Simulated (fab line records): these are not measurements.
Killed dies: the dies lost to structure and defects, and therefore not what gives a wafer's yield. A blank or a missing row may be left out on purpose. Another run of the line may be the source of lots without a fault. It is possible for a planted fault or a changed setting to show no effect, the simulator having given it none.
The tool behind it: which one?	flow gf180mcu	Sampling: 24 lots, 72 wafers, 5 of 602 route steps

## WHAT THE GAUGES READ, wafer by wafer
GF_VT_IMPLANT_OVL_MEAS_18.
lot	measured	on	VT_IMPLANT_01_OVL (nm)
L074	day 6 04:04	overlay-01	-0.1 0.3 1.0
L075	day 6 09:19	overlay-01	-0.8 1.6 1.2
L076	day 6 19:31	overlay-01	0.6 0.6 -0.5
L077	day 7 00:15	overlay-02	3.6 1.9 3.4
L078	day 7 05:48	overlay-02	-3.1 -3.4 -3.7
L079	day 7 13:31	overlay-01	-1.1 -1.2 -1.5
L080	day 7 19:43	overlay-02	2.6 2.1 2.4
L081	day 8 00:19	overlay-01	-2.1 -0.7 -0.5
L082	day 8 08:58	overlay-01	2.3 2.0 0.9
L083	day 8 10:52	overlay-01	-1.0 0.1 1.4
L084	day 8 20:49	overlay-02	2.1 0.9 1.0
L085	day 9 03:54	overlay-01	-0.1 -0.3 -0.1
L086	day 9 09:17	overlay-02	-0.2 -0.5 -1.2
L087	day 9 16:58	overlay-01	4.0 2.6 3.4
L088	day 9 23:55	overlay-02	1.2 3.3 1.8
L089	day 10 03:46	overlay-01	2.4 2.9 2.1
L090	day 10 08:47	overlay-02	0.4 2.1 0.5
L092	day 11 05:08	overlay-01	-1.3 -1.3 -1.8
L091	day 11 06:41	overlay-02	3.2 2.8 2.6
L093	day 11 11:49	overlay-01	1.6 0.8 2.2
L094	day 11 13:13	overlay-01	-0.5 0.2 -0.3
L095	day 11 16:44	overlay-01	0.7 0.9 0.7
L096	day 12 06:22	overlay-01	-0.3 -0.7 -0.5
L097	day 12 15:38	overlay-01	2.8 -0.2 1.2

GF_M4_RS_MEAS_05: a four-point-probe measurement.
lot	measured	on	M4_ALCU_RS (ohm/sq)
L074	day 22 04:35	filmMetro-02	0.0688 0.0686 0.0684
L075	day 22 18:14	filmMetro-02	0.0690 0.0691 0.0700
L076	day 23 00:23	filmMetro-02	0.0687 0.0693 0.0694
L077	day 23 11:30	filmMetro-03	0.0700 0.0697 0.0701
L078	day 23 23:29	filmMetro-03	0.0701 0.0696 0.0695
L079	day 24 12:17	filmMetro-03	0.0714 0.0709 0.0710
L080	day 24 15:57	filmMetro-03	0.0698 0.0690 0.0695
L081	day 24 19:17	filmMetro-02	0.0709 0.0697 0.0702
L082	day 25 09:34	filmMetro-02	0.0692 0.0695 0.0687
L083	day 25 10:37	filmMetro-02	0.0693 0.0692 0.0694
L084	day 25 20:24	filmMetro-02	0.0697 0.0691 0.0692
L085	day 26 05:27	filmMetro-02	0.0709 0.0702 0.0708
L086	day 26 09:53	filmMetro-02	0.0697 0.0701 0.0690
L087	day 27 01:55	filmMetro-03	0.0700 0.0695 0.0695
L088	day 27 05:58	filmMetro-02	0.0694 0.0704 0.0693
L089	day 27 07:41	filmMetro-02	0.0694 0.0700 0.0699
L090	day 27 11:35	filmMetro-02	0.0690 0.0692 0.0694
L092	day 28 14:45	filmMetro-02	0.0699 0.0695 0.0705
L091	day 28 13:25	filmMetro-02	0.0702 0.0697 0.0701
L093	day 28 20:39	filmMetro-03	0.0691 0.0690 0.0692
L094	day 28 21:50	filmMetro-03	0.0694 0.0700 0.0697
L095	day 28 23:53	filmMetro-03	0.0692 0.0689 0.0694
L096	day 29 15:58	filmMetro-02	0.0696 0.0696 0.0694
L097	day 30 01:53	filmMetro-02	0.0699 0.0702 0.0705

GF_V5_OVL_MEAS_15.
lot	measured	on	V5_OVL (nm)
L074	day 26 22:05	overlay-02	3 5 10
L075	day 27 10:07	overlay-02	-12 -6 -5
L076	day 27 13:59	overlay-02	-8 -2 -6
L077	day 28 03:37	overlay-02	-16 -16 -15
L078	day 28 09:10	overlay-02	1 1 2
L079	day 28 20:52	overlay-01	-8 -9 -6
L080	day 29 01:32	overlay-01	-1 -2 -4
L081	day 29 05:19	overlay-01	-4 4 2
L082	day 29 16:52	overlay-02	-4 0 -2
L083	day 29 16:52	overlay-01	-6 -5 -11
L084	day 30 02:34	overlay-02	-3 2 -1
L085	day 30 11:01	overlay-01	-4 -2 -9
L086	day 30 14:49	overlay-01	-6 -1 3
L087	day 31 05:10	overlay-01	-8 -5 -9
L088	day 31 07:10	overlay-01	-5 -5 -4
L089	day 31 09:04	overlay-01	0 -7 -10
L090	day 31 13:25	overlay-02	-1 -9 -8
L092	day 32 12:58	overlay-01	-1 0 -1
L091	day 32 12:53	overlay-02	-6 4 -8
L093	day 32 17:20	overlay-02	-6 -1 -4
L094	day 32 19:04	overlay-02	7 2 6
L095	day 32 20:25	overlay-02	-4 0 0
L096	day 33 09:37	overlay-02	1 5 -4
L097	day 33 18:43	overlay-01	4 -2 -12

## WHICH TOOL RAN EACH LOT (tool, then ch and the chambers of the sampled wafers, then the start)
lot	GF_V1_ETCH_17	GF_M3_SPUTTER_00
L074	rieDiel-03 ch 1,2,3, day 20 02:24 or earlier	pvdSputter-04, day 20 02:24
L075	rieDiel-03 ch 1,2, day 20 17:19 or earlier	pvdSputter-04, day 20 17:19
L076	rieDiel-04 ch 1,2, day 20 22:43 or earlier	pvdSputter-02, day 20 22:43
L077	rieDiel-01 ch 0,2, day 21 08:49 or earlier	pvdSputter-02, day 21 08:49
L078	rieDiel-01 ch 0,1,3, day 21 22:34 or earlier	pvdSputter-03, day 21 22:34
L079	rieDiel-01 ch 0,2, day 22 12:11 or earlier	pvdSputter-03, day 22 12:11
L080	rieDiel-04 ch 2,3, day 22 15:15 or earlier	pvdSputter-03, day 22 15:15
L081	rieDiel-03 ch 0,2,3, day 22 19:54 or earlier	pvdSputter-03, day 22 19:54
L082	rieDiel-03 ch 1,2,3, day 23 10:21 or earlier	pvdSputter-03, day 23 10:21
L083	rieDiel-01 ch 0,3, day 23 11:49 or earlier	pvdSputter-03, day 23 11:49
L084	rieDiel-03 ch 0,2,3, day 23 21:55 or earlier	pvdSputter-02, day 23 21:55
L085	rieDiel-01 ch 0,3, day 24 08:00 or earlier	pvdSputter-04, day 24 08:00
L086	rieDiel-01 ch 1,3, day 24 13:27 or earlier	pvdSputter-02, day 24 13:27
L087	rieDiel-01 ch 0,2, day 25 05:01 or earlier	pvdSputter-03, day 25 05:01
L088	rieDiel-03 ch 2,3, day 25 10:28 or earlier	pvdSputter-04, day 25 10:28
L089	rieDiel-04 ch 1,2, day 25 11:40 or earlier	pvdSputter-02, day 25 11:40
L090	rieDiel-04 ch 1,2,3, day 25 16:19 or earlier	pvdSputter-03, day 25 16:19
L092	rieDiel-01 ch 0,2,3, day 26 19:33 or earlier	pvdSputter-02, day 26 19:33
L091	rieDiel-04 ch 1,2,3, day 26 18:36 or earlier	pvdSputter-03, day 26 18:36
L093	rieDiel-03 ch 0,2, day 27 02:33 or earlier	pvdSputter-04, day 27 02:33
L094	rieDiel-04 ch 0,2,3, day 27 03:28 or earlier	pvdSputter-02, day 27 03:28
L095	rieDiel-04 ch 0,2,3, day 27 05:27 or earlier	pvdSputter-04, day 27 05:27
L096	rieDiel-03 ch 0,2, day 27 21:26 or earlier	pvdSputter-04, day 27 21:26
L097	rieDiel-04 ch 0,1,2, day 28 08:36 or earlier	pvdSputter-03, day 28 08:36
- GF_V1_ETCH_17: etches SiO2 in C4F8/O2/Ar, stops on TiN, target depth 630 nm.
- GF_M3_SPUTTER_00: material Ti, target thk 37.5 nm, time 150 s.

## AS READ BY THE TOOLS THEMSELVES (means over the sampled wafers that have a number; for cases with no such wafer, the mark the record gives instead)
GF_V1_ETCH_17.
lot	tool	biasW (W)	chamberPressureMTorr (mTorr)	oesProductAu (a.u.)
L074	rieDiel-03	1198	40.01	0.853
L075	rieDiel-03	1204	39.98	0.863
L076	rieDiel-04	1202	40.01	0.851
L077	rieDiel-01	1202	40.01	0.854
L078	rieDiel-01	1198	40.01	0.854
L079	rieDiel-01	1202	40.00	0.860
L080	rieDiel-04	1202	40.03	0.858
L081	rieDiel-03	1202	40.00	0.857
L082	rieDiel-03	1202	39.96	0.856
L083	rieDiel-01	1203	40.00	0.860
L084	rieDiel-03	1201	40.06	0.856
L085	rieDiel-01	1201	40.01	0.852
L086	rieDiel-01	1199	40.00	0.856
L087	rieDiel-01	1198	39.99	0.852
L088	rieDiel-03	1197	40.02	0.856
L089	rieDiel-04	1198	40.00	0.853
L090	rieDiel-04	1196	40.00	0.861
L092	rieDiel-01	1200	40.00	0.855
L091	rieDiel-04	1200	39.98	0.855
L093	rieDiel-03	1202	40.01	0.853
L094	rieDiel-04	1199	39.98	0.854
L095	rieDiel-04	1205	39.96	0.855
L096	rieDiel-03	1200	40.02	0.855
L097	rieDiel-04	1201	40.02	0.852

GF_M3_SPUTTER_00.
lot	tool	cathodeDcPowerW (W)	chamberPressurePa (Pa)	throttleValvePct (%)
L074	pvdSputter-04	4000.2	1.999	29.0
L075	pvdSputter-04	4000.3	2.000	28.1
L076	pvdSputter-02	4000.5	1.996	30.7
L077	pvdSputter-02	4000.0	1.997	30.4
L078	pvdSputter-03	4000.0	2.003	30.1
L079	pvdSputter-03	3999.1	2.001	29.9
L080	pvdSputter-03	3999.8	1.998	30.2
L081	pvdSputter-03	4000.2	2.002	30.4
L082	pvdSputter-03	3999.9	2.000	30.0
L083	pvdSputter-03	4000.0	2.004	29.9
L084	pvdSputter-02	3999.7	2.002	30.7
L085	pvdSputter-04	4000.4	1.999	28.8
L086	pvdSputter-02	3999.5	1.999	30.4
L087	pvdSputter-03	4000.3	2.002	30.0
L088	pvdSputter-04	3999.6	1.996	28.8
L089	pvdSputter-02	4000.3	1.993	30.4
L090	pvdSputter-03	3999.6	1.997	30.2
L092	pvdSputter-02	4000.3	2.003	30.3
L091	pvdSputter-03	3999.3	1.998	30.4
L093	pvdSputter-04	3999.8	2.003	28.8
L094	pvdSputter-02	3999.9	2.000	31.1
L095	pvdSputter-04	3999.9	1.999	29.3
L096	pvdSputter-04	4000.4	2.000	29.7
L097	pvdSputter-03	4000.1	2.001	30.2

## THE ANSWER, worked out from the rows above alone
Rule: the usual values come from the lots themselves. Put in order of their means at a reading, lots are off if they are a third of the lots or fewer, leave a main group of 4 or more, and stand apart from it by a gap of 3 or more times the standard deviation of the main group's means; of several such gaps the widest counts. The tables above print the reading to a certain number of digits; a main group whose means all agree to those digits is not used. A lot without any number at a reading at which 4 lots or more have one is off too. The other lots that the step has rows for count as sound. Order of review: gauges by route order, followed by the tools' own readings, for which a lot's mean as printed above is used. At the first step where some lot is off, the reading lying furthest off is the one used; lots without a number count as furthest.
No lot is off on any of the readings shown, so nothing can be concluded from this.

## WHAT HAD BEEN PUT IN BY THE SIMULATOR
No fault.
